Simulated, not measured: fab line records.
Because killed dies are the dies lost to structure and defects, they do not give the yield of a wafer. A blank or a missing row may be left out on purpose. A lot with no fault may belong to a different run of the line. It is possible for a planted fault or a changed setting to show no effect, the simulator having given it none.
8D (eight disciplines) problem report, filled in by code -- flow sky130 -- the parts of the form that need people (team, actions taken, sign-off) are left out

## 1. PROBLEM STATEMENT
At SKY_PWDE_STRIP_09, strip-time-to-endpoint-s averages 37.88 s over 6 wafers from 2 lots, while fault-free wafers read 36.95 s, standard deviation 0.1. Measured from the usual mean, that is +9.3 standard deviations.
The step: strips in O2/N2.
First seen on wafer L131.1, day 5 05:49, on plasma-asher-04. At this step, 38 wafers from 13 lots have a number in the record. Rule for "out", or "out of limits": more than 4 standard deviations from the usual mean. The other wafers with a number count as sound.

## 2. WHAT IT IS, AND WHAT IT ISN'T
question,is,is not
which readings at this step,strip-time-to-endpoint-s,"drypump-motor-current-A, oes-product-au"
which lots,"L131, L134","L125, L126, L127, L128, L137, L139, L143, L144, L145, L146, L147"
which wafers of those lots,all that have a number,-
read on which tools,plasma-asher-04,"plasma-asher-01, plasma-asher-03"
when,from day 5 05:49,"up to then (12 sound wafers); but 20 sound wafers of L137, L139, L143, L144, L145, L146, L147 came after"

## 3. WHAT RULES OUT EACH SUSPECT
Counting: a tool stays on the suspect list if, at a process step up to the reading, it processed all lots that are out and no sound lot following the first of them.
- litho-track-03 at SKY_PWDE_COAT_02 (resist thk 3000 nm): ruled out as a lasting fault. Following L131 (day 4 21:26), the first lot on it that is out, the sound lots L146 were run on it.
- plasma-asher-04 at SKY_PWDE_STRIP_09 (strips in O2/N2): ruled out as a lasting fault. Following L131 (day 5 05:49), the first lot on it that is out, the sound lots L137, L146 were run on it.
Left after counting: nothing in the record.

## 4. THE CAUSE (what the simulator had put in)
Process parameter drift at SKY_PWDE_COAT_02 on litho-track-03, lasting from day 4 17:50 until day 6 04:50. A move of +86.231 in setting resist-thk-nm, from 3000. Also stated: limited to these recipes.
The count ruled it out by mistake, since the rule takes a fault to strike every lot its tool runs from the start of the fault on, and this one did not do so.

## 5. THE EFFECT CHAIN, in route order
One row per reading whose mean, taken over the struck wafers that have a number, lies over 3 standard deviations from the usual. Only readings for which the record gives a usual standard deviation are gone through. hours: the time from each lot's start at the first step in this table that gives one to its start at this step, as a median over the lots. sigmas: the change in usual standard deviations.
hours,step,reading,usual,on struck wafers,change,sigmas
0,SKY_PWDE_STRIP_09,strip-time-to-endpoint-s,36.95 s,37.88,+0.93,+9.3
Its process steps:
- SKY_PWDE_STRIP_09: strips in O2/N2.
Later steps that measure or inspect, where all struck wafers having a row at the step show a number for every such reading and not one has moved that far: SKY_VT_ADJUST_PCH_OVL_MEAS_07, SKY_SONOS_ONO_THK_MEAS_01.

## 6. HOW IT WOULD HAVE BEEN CAUGHT EARLIER
In this record no reading fell out of limits until day 5 05:49, 12 hours after the fault had begun at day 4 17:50.
